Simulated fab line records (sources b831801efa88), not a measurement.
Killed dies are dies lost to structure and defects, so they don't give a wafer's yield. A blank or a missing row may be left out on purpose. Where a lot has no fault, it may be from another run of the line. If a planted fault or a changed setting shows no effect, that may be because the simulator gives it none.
fab line records || flow sky130
[record] {"lots": 4, "wafers": 12, "last_day": 50}
route steps=708 shown METAL1@448 VIA1@458 METAL2@483 PAD_OPEN@708
lots that met no fault: from a run of the same line without faults
start_h: the number of hours between the record's first day and the start of the first shown wafer of the lot || wait_h: hours since the lot's step before || " unchanged from the row above || L1.1+2: several wafers, shown together as one row || - no value, or no start was given || * or withheld: withheld || < > ~ a bound
route shown NAME@n: a module of which the file shows steps, and the number in the route of the first || usual: mean and standard deviation over wafers with no fault || same: alike in all rows || chamber/n: place in a boat || sites: per-site readings || _std_site: their standard deviation || _edge_site: outer sites' mean less inner sites' || radius_mm: for every site, how far away it sits from the centre of the wafer || mask NAME#n: copy n || behind: the tool/chamber that last shaped the wafer || hold: the reason the lot was held/the length of the hold in hours/how it ended || device: transistor that didn't switch, given as n, p or np || end of line: the tests these same wafers got at the end of their route || where a step has no rows: the recipe by itself || killed: count of dies lost to structure and defects at first sort (not the wafer's yield) || map: the dies of a wafer, with x for killed, . for not killed, _ for no die there
set.NAME: setting as actually run; set.NAME@STEP: the setting as run at that earlier step || model.NAME: the simulator's own value behind a step, which no gauge read
certain route steps with their lots: each step a table, each wafer a row
services: a tool's chamber out of use, with start hour (start_h, from the record's first day; less than 0 if before it), hours out, and reason
[[steps]]
[step SKY_METAL1_DEVELOP_14]
[recipe] {"develop_time_s": 60, "resist": "KrF-thick", "dev_temp_c": 21}
[step SKY_METAL1_DESCUM_17]
[recipe] {"chemistry": "O2", "source_power_w": 150, "bias_power_w": 0, "pressure_mtorr": 10, "temp_c": 40, "time_s": 8}
[step SKY_METAL1_ETCH_18]
[recipe] {"chemistry": "N2/H2", "target": "BARC", "ion_energy_ev": 200, "bias_w": 100, "pressure_mtorr": 30, "n2_flow_sccm": 100, "h2_flow_sccm": 200, "icp_w": 500, "stop_on": "SiO2", "time_s": 45.9, "target_depth_a": 600}
[step SKY_METAL1_METAL_ETCH_19]
[recipe] {"target_depth_a": 3600, "stop_on": "SiO2", "over_etch_frac": 0.3, "time_s": 78, "chemistry": "Cl2/BCl3", "resist_sidewall_deg": 88, "pressure_mtorr": 10, "icp_w": 900, "bias_w": 48.5, "Cl2_flow_sccm": 60, "bcl3_flow_sccm": 30}
[step SKY_METAL1_STRIP_20]
[recipe] {"chemistry": "O2/N2", "power_w": 1400, "pressure_mtorr": 1500, "platen_temp_c": "withheld", "o2_flow_sccm": 3000, "n2_flow_sccm": 300, "overash_fraction": 0.5}
[step SKY_METAL1_STRIP_21]
[recipe] {"chemistry": "post_etch_residue_remover", "time_s": 1200, "temp_c": 72.5}
[step SKY_METAL1_CLEAN_22]
[recipe] {"chemistry": "IPA", "time_s": 180, "temp_c": 25}
[step SKY_METAL1_CLEAN_23]
[recipe] {"chemistry": "O3/DIW", "dry": "n2_spin"}
[step SKY_VIA1_HDPCVD_00]
[recipe] {"material": "SiO2", "target_thk_nm": 1030, "sigma_open_frac": 0.3, "time_s": 171.7, "temp_c": 400, "sih4_flow_sccm": 60, "pressure_mtorr": 6}
[step SKY_VIA1_CMP_02]
[recipe] {"material": "SiO2", "down_force_psi": 4, "platen_rpm": 60, "pad_velocity_m_s": 0.94248}
[usual] {"motor_current_A": "11.6/1", "platen_rpm": "60.00/0.039", "slurry_flow_ml_min": "150.0/0.51"}
{"lot.wafer": "L825.2", "tool": "cmp-02", "chamber": 0, "start_h": 892.01, "wait_h": 0.0, "motor_current_A": 12.1, "platen_rpm": 59.96, "slurry_flow_ml_min": 149.7}
{"lot.wafer": "L825.4", "tool": "cmp-02", "chamber": 2, "start_h": 892.01, "wait_h": 0.0, "motor_current_A": 11.1, "platen_rpm": 60.00, "slurry_flow_ml_min": 149.9}
{"lot.wafer": "L825.5", "tool": "cmp-02", "chamber": 1, "start_h": 892.01, "wait_h": 0.0, "motor_current_A": 9.8, "platen_rpm": 59.99, "slurry_flow_ml_min": 149.8}
{"lot.wafer": "L826.3", "tool": "cmp-02", "chamber": 2, "start_h": 893.56, "wait_h": 0.2, "motor_current_A": 10.8, "platen_rpm": 60.01, "slurry_flow_ml_min": 150.0}
{"lot.wafer": "L826.5", "tool": "cmp-02", "chamber": 3, "start_h": 893.56, "wait_h": 0.2, "motor_current_A": 13.4, "platen_rpm": 59.97, "slurry_flow_ml_min": 149.8}
{"lot.wafer": "L826.6", "tool": "cmp-02", "chamber": 0, "start_h": 893.56, "wait_h": 0.2, "motor_current_A": 12.2, "platen_rpm": 59.94, "slurry_flow_ml_min": 150.7}
{"lot.wafer": "L827.3", "tool": "cmp-01", "chamber": 1, "start_h": 909.03, "wait_h": 0.1, "motor_current_A": 11.5, "platen_rpm": 60.09, "slurry_flow_ml_min": 150.1}
{"lot.wafer": "L827.4", "tool": "cmp-01", "chamber": 2, "start_h": 909.03, "wait_h": 0.1, "motor_current_A": 12.5, "platen_rpm": 60.00, "slurry_flow_ml_min": 151.0}
{"lot.wafer": "L827.6", "tool": "cmp-01", "chamber": 0, "start_h": 909.03, "wait_h": 0.1, "motor_current_A": 10.8, "platen_rpm": 59.95, "slurry_flow_ml_min": 148.6}
{"lot.wafer": "L831.3", "tool": "cmp-02", "chamber": 1, "start_h": 949.07, "wait_h": 0.2, "motor_current_A": 9.4, "platen_rpm": 60.05, "slurry_flow_ml_min": 150.3}
{"lot.wafer": "L831.6", "tool": "cmp-02", "chamber": 2, "start_h": 949.07, "wait_h": 0.2, "motor_current_A": 11.7, "platen_rpm": 60.05, "slurry_flow_ml_min": 150.0}
{"lot.wafer": "L831.5", "tool": "cmp-02", "chamber": 3, "start_h": 949.07, "wait_h": 0.2, "motor_current_A": 13.4, "platen_rpm": 59.96, "slurry_flow_ml_min": 149.4}
[step SKY_VIA1_DEHYDRATE_04]
[recipe] {"temp_c": 200, "time_s": 60}
[step SKY_VIA1_HMDS_05]
[recipe] {"prime_time_s": 60, "prime_temp_c": 120}
[step SKY_VIA1_COAT_06]
[recipe] {"resist": "BARC", "temp_c": "withheld", "time_s": "withheld", "spin_rpm": 3000, "resist_thk_nm": 60}
[step SKY_VIA1_COAT_07]
[recipe] {"resist": "KrF-thick", "spin_rpm": 3000, "resist_thk_nm": 450}
[step SKY_VIA1_SOFTBAKE_08]
[recipe] {"temp_c": 100, "time_s": 90, "resist": "KrF-thick"}
[step SKY_VIA1_EXPOSE_09]
[recipe] {"mask_id": "VIM", "na": 0.8, "source_shape": "annular", "sigma_inner": 0.55, "sigma_outer": 0.85, "target_cd_nm": 150, "dose_mj": 38}
[step SKY_VIA1_PEB_10]
[recipe] {"peb_temp_c": "withheld", "peb_time_s": "withheld", "resist": "KrF-thick"}
[step SKY_VIA1_DEVELOP_11]
[recipe] {"develop_time_s": 60, "resist": "KrF-thick", "dev_temp_c": 21}
[step SKY_VIA1_ETCH_14]
[recipe] {"chemistry": "N2/H2", "target": "BARC", "ion_energy_ev": 200, "source_w": 500, "bias_w": 100, "pressure_mtorr": 30, "n2_flow_sccm": 100, "h2_flow_sccm": 200, "stop_on": "SiO2", "time_s": 45.9, "target_depth_a": 600}
[step SKY_VIA1_ETCH_15]
[recipe] {"target": "SiO2", "chemistry": "C4F8/O2/Ar", "target_depth_nm": 351, "stop_on": "TiN", "mask_material": "KrF-thick", "source_w": 1500, "bias_w": 1200, "pressure_mtorr": 40, "c4f8_flow_sccm": "withheld", "O2_flow_sccm": 6, "Ar_flow_sccm": 300, "time_s": 54}
[step SKY_VIA1_STRIP_16]
[recipe] {"chemistry": "O2/N2", "power_w": 1400, "pressure_mtorr": 1500, "platen_temp_c": "withheld", "o2_flow_sccm": 3000, "n2_flow_sccm": 300, "overash_fraction": 0.5}
[step SKY_VIA1_STRIP_17]
[recipe] {"chemistry": "post_etch_residue_remover", "time_s": 1200, "temp_c": 72.5}
[step SKY_VIA1_CLEAN_18]
[recipe] {"chemistry": "IPA", "time_s": 180, "temp_c": 25}
[step SKY_VIA1_CLEAN_19]
[recipe] {"chemistry": "O3/DIW", "dry": "n2_spin"}
[step SKY_VIA1_SPUTTER_20]
[recipe] {"material": "TiN", "target_thk_nm": 20, "chamber_pressure_pa": 5, "power_w": 4000, "time_s": 80}
[step SKY_VIA1_CVD_21]
[recipe] {"material": "W", "target_thk_nm": 270, "time_s": 80.902, "temp_c": 400, "pressure_torr": 40}
[step SKY_VIA1_CMP_24]
[recipe] {"stop_on": "SiO2", "t_overpolish_s": 15, "down_force_psi": 3.5, "platen_rpm": 60, "target_thk_nm": 0, "pad_velocity_m_s": 0.94248}
[step SKY_METAL2_SPUTTER_00]
[recipe] {"material": "Ti", "target_thk_nm": 15, "power_w": 3000, "time_s": 10, "chamber_pressure_pa": 0.4}
[step SKY_METAL2_SPUTTER_01]
[recipe] {"material": "TiN", "target_thk_nm": 20, "power_w": 6500, "time_s": 16.7, "chamber_pressure_pa": 0.4}
[step SKY_METAL2_SPUTTER_02]
[recipe] {"material": "AlCu", "target_thk_nm": 250, "power_w": 10600, "time_s": 13.3, "chamber_pressure_pa": 0.4}
[step SKY_METAL2_SPUTTER_03]
[recipe] {"material": "Ti", "target_thk_nm": 5, "power_w": 3000, "time_s": 3.3, "chamber_pressure_pa": 0.4}
[step SKY_METAL2_SPUTTER_04]
[recipe] {"material": "TiN", "target_thk_nm": 70, "power_w": 6500, "time_s": 58.3, "chamber_pressure_pa": 0.4}
[step SKY_PAD_OPEN_PROBE_99]
[usual] {"defect_limited_yield": "82.4/1.9", "killed_at_M0_to_M3": "44/7.2", "killed_at_M4_up": "3.4/2.1", "killed_at_contacts": "24/5.5", "killed_at_front_end": "15/4.6", "killed_at_other": "0.4/0.64", "killed_dies": "86/9.1", "killed_on_rim": "17/3.8", "killed_open": "47/7.5", "killed_short": "39/5.8", "sort_bin_3_pad_short": "0.9/0.41", "sort_bin_5_function": "10.4/1.5", "sort_bin_6_memory": "6.3/1.2", "sort_n_pass": "406/9.1", "sort_yield_pct": "82.4/1.9"}
[same] {"gross_dies": 492, "killed_at_back_side": 0, "sort_bin_4_leakage[%]": 0, "sort_bin_8_speed[%]": 0}
{"lot.wafer": "L825.2", "tool": "prober-02", "chamber": "-", "start_h": 1169.90, "wait_h": 0.1, "hold": "await_dispo/1.8h/release", "defect_limited_yield[%]": 56.3, "killed_at_M0_to_M3": 168, "killed_at_M4_up": 1, "killed_at_contacts": 23, "killed_at_front_end": 22, "killed_at_other": 1, "killed_dies": 215, "killed_on_rim": 45, "killed_open": 39, "killed_short": 39, "sort_bin_3_pad_short[%]": 2.2, "sort_bin_5_function[%]": 27.6, "sort_bin_6_memory[%]": 13.8, "sort_n_pass": 277, "sort_yield_pct[%]": 56.3, "model.etest.tester.sort_n_pass": 277, "model.etest.tester.sort_yield_pct": 56.3, "model.etest.tester.sort_bin_5_pct": 27.64, "model.etest.tester.sort_bin_6_pct": 13.82, "model.etest.tester.sort_bin_3_pct": 2.236}
{"lot.wafer": "L825.4", "tool": "prober-02", "chamber": "-", "start_h": 1170.00, "wait_h": 0.2, "hold": "await_dispo/1.8h/release", "defect_limited_yield[%]": 58.1, "killed_at_M0_to_M3": 177, "killed_at_M4_up": 3, "killed_at_contacts": 19, "killed_at_front_end": 7, "killed_at_other": 0, "killed_dies": 206, "killed_on_rim": 43, "killed_open": 42, "killed_short": 31, "sort_bin_3_pad_short[%]": 2.0, "sort_bin_5_function[%]": 25.6, "sort_bin_6_memory[%]": 14.2, "sort_n_pass": 286, "sort_yield_pct[%]": 58.1, "model.etest.tester.sort_n_pass": 286, "model.etest.tester.sort_yield_pct": 58.13, "model.etest.tester.sort_bin_5_pct": 25.61, "model.etest.tester.sort_bin_6_pct": 14.23, "model.etest.tester.sort_bin_3_pct": 2.033}
{"lot.wafer": "L825.5", "tool": "prober-02", "chamber": "-", "start_h": 1170.05, "wait_h": 0.2, "hold": "await_dispo/1.8h/release", "defect_limited_yield[%]": 55.9, "killed_at_M0_to_M3": 185, "killed_at_M4_up": 2, "killed_at_contacts": 22, "killed_at_front_end": 7, "killed_at_other": 1, "killed_dies": 217, "killed_on_rim": 50, "killed_open": 45, "killed_short": 28, "sort_bin_3_pad_short[%]": 2.4, "sort_bin_5_function[%]": 27.4, "sort_bin_6_memory[%]": 14.2, "sort_n_pass": 275, "sort_yield_pct[%]": 55.9, "model.etest.tester.sort_n_pass": 275, "model.etest.tester.sort_yield_pct": 55.89, "model.etest.tester.sort_bin_5_pct": 27.44, "model.etest.tester.sort_bin_6_pct": 14.23, "model.etest.tester.sort_bin_3_pct": 2.439}
{"lot.wafer": "L826.3", "tool": "prober-01", "chamber": "-", "start_h": 1170.96, "wait_h": 0.2, "hold": "await_dispo/1.6h/release", "defect_limited_yield[%]": 58.1, "killed_at_M0_to_M3": 164, "killed_at_M4_up": 2, "killed_at_contacts": 30, "killed_at_front_end": 9, "killed_at_other": 1, "killed_dies": 206, "killed_on_rim": 38, "killed_open": 44, "killed_short": 36, "sort_bin_3_pad_short[%]": 2.2, "sort_bin_5_function[%]": 27.2, "sort_bin_6_memory[%]": 12.4, "sort_n_pass": 286, "sort_yield_pct[%]": 58.1, "model.etest.tester.sort_n_pass": 286, "model.etest.tester.sort_yield_pct": 58.13, "model.etest.tester.sort_bin_5_pct": 27.24, "model.etest.tester.sort_bin_6_pct": 12.4, "model.etest.tester.sort_bin_3_pct": 2.236}
{"lot.wafer": "L826.5", "tool": "prober-01", "chamber": "-", "start_h": 1171.06, "wait_h": 0.2, "hold": "await_dispo/1.6h/release", "defect_limited_yield[%]": 61.6, "killed_at_M0_to_M3": 157, "killed_at_M4_up": 2, "killed_at_contacts": 20, "killed_at_front_end": 10, "killed_at_other": 0, "killed_dies": 189, "killed_on_rim": 26, "killed_open": 30, "killed_short": 31, "sort_bin_3_pad_short[%]": 3.0, "sort_bin_5_function[%]": 23.0, "sort_bin_6_memory[%]": 12.4, "sort_n_pass": 303, "sort_yield_pct[%]": 61.6, "model.etest.tester.sort_n_pass": 303, "model.etest.tester.sort_yield_pct": 61.59, "model.etest.tester.sort_bin_5_pct": 22.97, "model.etest.tester.sort_bin_6_pct": 12.4, "model.etest.tester.sort_bin_3_pct": 3.049}
{"lot.wafer": "L826.6", "tool": "prober-01", "chamber": "-", "start_h": 1171.11, "wait_h": 0.2, "hold": "await_dispo/1.6h/release", "defect_limited_yield[%]": 58.9, "killed_at_M0_to_M3": 165, "killed_at_M4_up": 6, "killed_at_contacts": 19, "killed_at_front_end": 12, "killed_at_other": 0, "killed_dies": 202, "killed_on_rim": 28, "killed_open": 38, "killed_short": 42, "sort_bin_3_pad_short[%]": 2.6, "sort_bin_5_function[%]": 25.0, "sort_bin_6_memory[%]": 13.4, "sort_n_pass": 290, "sort_yield_pct[%]": 58.9, "model.etest.tester.sort_n_pass": 290, "model.etest.tester.sort_yield_pct": 58.94, "model.etest.tester.sort_bin_5_pct": 25, "model.etest.tester.sort_bin_6_pct": 13.41, "model.etest.tester.sort_bin_3_pct": 2.642}
{"lot.wafer": "L827.3", "tool": "prober-02", "chamber": "-", "start_h": 1181.26, "wait_h": 0.2, "hold": "-", "defect_limited_yield[%]": 80.3, "killed_at_M0_to_M3": 46, "killed_at_M4_up": 2, "killed_at_contacts": 26, "killed_at_front_end": 23, "killed_at_other": 0, "killed_dies": 97, "killed_on_rim": 16, "killed_open": 58, "killed_short": 38, "sort_bin_3_pad_short[%]": 0.6, "sort_bin_5_function[%]": 11.4, "sort_bin_6_memory[%]": 7.7, "sort_n_pass": 395, "sort_yield_pct[%]": 80.3, "model.etest.tester.sort_n_pass": 395, "model.etest.tester.sort_yield_pct": 80.28, "model.etest.tester.sort_bin_5_pct": 11.38, "model.etest.tester.sort_bin_6_pct": 7.724, "model.etest.tester.sort_bin_3_pct": 0.6098}
{"lot.wafer": "L827.4", "tool": "prober-02", "chamber": "-", "start_h": 1181.31, "wait_h": 0.2, "hold": "-", "defect_limited_yield[%]": 81.9, "killed_at_M0_to_M3": 46, "killed_at_M4_up": 2, "killed_at_contacts": 29, "killed_at_front_end": 12, "killed_at_other": 0, "killed_dies": 89, "killed_on_rim": 22, "killed_open": 48, "killed_short": 41, "sort_bin_3_pad_short[%]": 0.4, "sort_bin_5_function[%]": 11.4, "sort_bin_6_memory[%]": 6.3, "sort_n_pass": 403, "sort_yield_pct[%]": 81.9, "model.etest.tester.sort_n_pass": 403, "model.etest.tester.sort_yield_pct": 81.91, "model.etest.tester.sort_bin_5_pct": 11.38, "model.etest.tester.sort_bin_6_pct": 6.301, "model.etest.tester.sort_bin_3_pct": 0.4065}
{"lot.wafer": "L827.6", "tool": "prober-02", "chamber": "-", "start_h": 1181.41, "wait_h": 0.2, "hold": "-", "defect_limited_yield[%]": 81.1, "killed_at_M0_to_M3": 34, "killed_at_M4_up": 2, "killed_at_contacts": 34, "killed_at_front_end": 22, "killed_at_other": 1, "killed_dies": 93, "killed_on_rim": 18, "killed_open": 41, "killed_short": 50, "sort_bin_3_pad_short[%]": 1.6, "sort_bin_5_function[%]": 12.0, "sort_bin_6_memory[%]": 5.3, "sort_n_pass": 399, "sort_yield_pct[%]": 81.1, "model.etest.tester.sort_n_pass": 399, "model.etest.tester.sort_yield_pct": 81.1, "model.etest.tester.sort_bin_5_pct": 11.99, "model.etest.tester.sort_bin_6_pct": 5.285, "model.etest.tester.sort_bin_3_pct": 1.626}
{"lot.wafer": "L831.3", "tool": "prober-01", "chamber": "-", "start_h": 1205.57, "wait_h": 0.2, "hold": "-", "defect_limited_yield[%]": 80.5, "killed_at_M0_to_M3": 61, "killed_at_M4_up": 2, "killed_at_contacts": 16, "killed_at_front_end": 17, "killed_at_other": 0, "killed_dies": 96, "killed_on_rim": 20, "killed_open": 51, "killed_short": 44, "sort_bin_3_pad_short[%]": 0.4, "sort_bin_5_function[%]": 12.2, "sort_bin_6_memory[%]": 6.9, "sort_n_pass": 396, "sort_yield_pct[%]": 80.5, "model.etest.tester.sort_n_pass": 396, "model.etest.tester.sort_yield_pct": 80.49, "model.etest.tester.sort_bin_5_pct": 12.2, "model.etest.tester.sort_bin_6_pct": 6.911, "model.etest.tester.sort_bin_3_pct": 0.4065}
{"lot.wafer": "L831.5", "tool": "prober-01", "chamber": "-", "start_h": 1205.67, "wait_h": 0.2, "hold": "-", "defect_limited_yield[%]": 81.5, "killed_at_M0_to_M3": 48, "killed_at_M4_up": 4, "killed_at_contacts": 18, "killed_at_front_end": 21, "killed_at_other": 0, "killed_dies": 91, "killed_on_rim": 15, "killed_open": 62, "killed_short": 29, "sort_bin_3_pad_short[%]": 0.6, "sort_bin_5_function[%]": 9.8, "sort_bin_6_memory[%]": 8.1, "sort_n_pass": 401, "sort_yield_pct[%]": 81.5, "model.etest.tester.sort_n_pass": 401, "model.etest.tester.sort_yield_pct": 81.5, "model.etest.tester.sort_bin_5_pct": 9.756, "model.etest.tester.sort_bin_6_pct": 8.13, "model.etest.tester.sort_bin_3_pct": 0.6098}
{"lot.wafer": "L831.6", "tool": "prober-01", "chamber": "-", "start_h": 1205.72, "wait_h": 0.2, "hold": "-", "defect_limited_yield[%]": 79.3, "killed_at_M0_to_M3": 45, "killed_at_M4_up": 4, "killed_at_contacts": 39, "killed_at_front_end": 14, "killed_at_other": 0, "killed_dies": 102, "killed_on_rim": 25, "killed_open": 56, "killed_short": 46, "sort_bin_3_pad_short[%]": 0.4, "sort_bin_5_function[%]": 13.4, "sort_bin_6_memory[%]": 6.9, "sort_n_pass": 390, "sort_yield_pct[%]": 79.3, "model.etest.tester.sort_n_pass": 390, "model.etest.tester.sort_yield_pct": 79.27, "model.etest.tester.sort_bin_5_pct": 13.41, "model.etest.tester.sort_bin_6_pct": 6.911, "model.etest.tester.sort_bin_3_pct": 0.4065}
// killed by level:class
L825.2 VIA1:unspecified=135 LI_CONTACT:geometric_particle:open=8 FIELD_ISO:geometric_particle:short=7 CONTACT:geometric_particle:open=7 CONTACT:geometric_particle:short=6 METAL2:geometric_particle:short=6 VIA3:geometric_particle:open=5 VIA1:geometric_particle:open=5
L825.4 VIA1:unspecified=133 VIA1:geometric_particle:open=9 METAL1:geometric_particle:short=8 VIA3:geometric_particle:open=8 LI_CONTACT:geometric_particle:open=7 VIA2:geometric_particle:open=7 CONTACT:geometric_particle:open=5 VIA1:geometric_particle:short=4
L825.5 VIA1:unspecified=144 VIA1:geometric_particle:short=9 LI_CONTACT:geometric_particle:open=8 CONTACT:geometric_particle:open=8 VIA1:geometric_particle:open=8 VIA2:geometric_particle:open=7 VIA3:geometric_particle:open=5 POLY_GATE:geometric_particle:open=4
L826.3 VIA1:unspecified=126 LI_CONTACT:geometric_particle:open=11 VIA2:geometric_particle:open=8 VIA1:geometric_particle:open=7 CONTACT:geometric_particle:open=6 LI_CONTACT:geometric_particle:short=5 VIA1:geometric_particle:short=5 CONTACT:geometric_particle:short=4
L826.5 VIA1:unspecified=128 CONTACT:geometric_particle:open=10 METAL1:geometric_particle:short=6 POLY_GATE:geometric_particle:short=4 LI_CONTACT:geometric_particle:open=4 METAL2:geometric_particle:short=4 VIA1:geometric_particle:open=4 VIA1:geometric_particle:short=3
L826.6 VIA1:unspecified=122 VIA1:geometric_particle:open=8 CONTACT:geometric_particle:open=7 METAL2:geometric_particle:short=7 VIA3:geometric_particle:open=7 POLY_GATE:geometric_particle:short=6 METAL1:geometric_particle:short=6 LI_CONTACT:geometric_particle:short=4
L827.3 VIA1:geometric_particle:open=16 CONTACT:geometric_particle:open=10 FIELD_ISO:geometric_particle:open=8 LI_CONTACT:geometric_particle:open=6 LOCAL_INTERCONNECT:geometric_particle:short=6 METAL2:geometric_particle:short=6 VIA3:geometric_particle:open=5 VIA3:geometric_particle:short=5
L827.4 CONTACT:geometric_particle:open=13 METAL1:geometric_particle:short=9 VIA2:geometric_particle:open=8 METAL2:geometric_particle:short=6 LI_CONTACT:geometric_particle:open=5 LOCAL_INTERCONNECT:geometric_particle:short=5 FIELD_ISO:geometric_particle:open=4 METAL3:geometric_particle:short=4
L827.6 CONTACT:geometric_particle:open=10 LI_CONTACT:geometric_particle:open=8 LOCAL_INTERCONNECT:geometric_particle:short=8 METAL1:geometric_particle:short=8 FIELD_ISO:geometric_particle:open=6 VIA1:geometric_particle:short=6 CONTACT:geometric_particle:short=6 FIELD_ISO:geometric_particle:short=5
L831.3 VIA1:geometric_particle:open=16 METAL1:geometric_particle:short=10 CONTACT:geometric_particle:open=7 VIA3:geometric_particle:open=7 VIA2:geometric_particle:open=6 VIA1:geometric_particle:short=5 FIELD_ISO:geometric_particle:open=4 POLY_GATE:geometric_particle:open=4
L831.5 VIA2:geometric_particle:open=12 VIA1:geometric_particle:open=9 FIELD_ISO:geometric_particle:open=8 LI_CONTACT:geometric_particle:open=7 CONTACT:geometric_particle:open=6 VIA3:geometric_particle:open=5 METAL1:geometric_particle:short=5 POLY_GATE:geometric_particle:open=4
L831.6 CONTACT:geometric_particle:open=13 VIA3:geometric_particle:open=9 CONTACT:geometric_particle:short=8 VIA1:geometric_particle:open=8 METAL1:geometric_particle:short=8 VIA2:geometric_particle:open=7 FIELD_ISO:geometric_particle:open=6 LOCAL_INTERCONNECT:geometric_particle:short=6
// map L825.5 (x killed, . not)
__________.x.x.x..x._________
________xx.x.x.x..xxxx_______
______xxxx.x.xx.x..xxx.._____
_____.....x...xxx...x..xx____
____xxx.....x.xx........xx___
___x..xxx..x..x.x.x.xx..xx.__
__......x...x..x..xxx.....xx_
_x.xx...xxxxxx....x.x......xx
_.x...x.xxxx.x.....xxx..xx.x.
_.x..xx.x..xxx...xxx.x.xxx.x.
_x...xxxx..x.x.x....x.x.xx..x
_x.x......xx.x.x...xxx..xx.x.
_..xxx...x...xxx.xxxx.x...xx.
_.x...x...x..x..........xx...
_.xxxxx.x.xx......x...xxx...x
__.xxxx.xxx.x.....x..x.....x_
___.x...xx.x..xx.....xxxxxx__
____xx...xxx.x..x..x..x.xx___
_____x...xx...xx.x..x....____
______.x..xx..x.xx......_____
________xx.xx...xx.xx._______
__________x.xx.x...._________
// map L826.3 (x killed, . not)
__________x....xxxx._________
________xxxxxx.x...x.x_______
______....x........x...x_____
_____...xxxx.xx..x.xx.x.x____
____..x.xx.xxxx.x.x.x.x..x___
___..x..x......x...x....x..__
__xx.xx.x.x..x..x.x......x.._
_....x..x.xxx..xxx.xxx...xx.x
_.........x..x..x..xx..x..xxx
_.x.x..x.x......xxx...x..x.x.
_.x........x.x..x.x.x....xxx.
_..xx....xxxx.xxxxx....x...x.
_...xxxx.x..x.......xxx..xxx.
_xx...x............xx...xx..x
_..x.x.x..x.xx.xx....x..x.x.x
__....xx.xx..xx..x......xx.._
___.xxx...xxx.xxx.x.x.xxx.x__
____xxx...xxxxx..xx.....x.___
_____.x..xx..xx...x.....x____
______xx.xx..xxx.x.xx..._____
________..x.xx..x...xx_______
__________x.xxx...xx_________
[[services]]
{"tool": "cmp-01", "chamber": "-", "start_h": 871.36, "hours": 1.3, "kind": "repair"}
{"tool": "cmp-01", "chamber": "-", "start_h": 912.00, "hours": 4.0, "kind": "pm"}
{"tool": "cmp-01", "chamber": "-", "start_h": 916.00, "hours": "-", "kind": "consumable_replace:conditioner"}
{"tool": "cmp-01", "chamber": "-", "start_h": 916.00, "hours": "-", "kind": "consumable_replace:pad"}
{"tool": "cmp-01", "chamber": "-", "start_h": 921.31, "hours": 1.1, "kind": "repair"}
{"tool": "cmp-02", "chamber": "-", "start_h": 941.45, "hours": 0.8, "kind": "repair"}
[[key]]
[first_sign] {"step": "SKY_PAD_OPEN_PROBE_99", "reading": "killed_at_M0_to_M3", "direction": "up", "sigmas": 18, "usual": 44, "struck": 169}
[effect] {"step": "SKY_PAD_OPEN_PROBE_99", "reading": "defect_limited_yield", "direction": "down", "sigmas": 13, "usual": 82.4, "struck": 58.2}
[model_effect] {"step": "SKY_PAD_OPEN_PROBE_99", "value": "etest.tester.sort_n_pass", "without": 406, "struck": 286.2}
met_at SKY_VIA1_CMP_02
struck_wafers L825.2,L825.4,L825.5,L826.3,L826.5,L826.6
[fault] {"kind": "chamber_particle_source", "tool": "cmp-02", "chamber": "-", "onset_h": 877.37, "steps": "SKY_VIA1_CMP_02", "rate_per_visit_cm2": 0.70391, "end_h": 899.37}
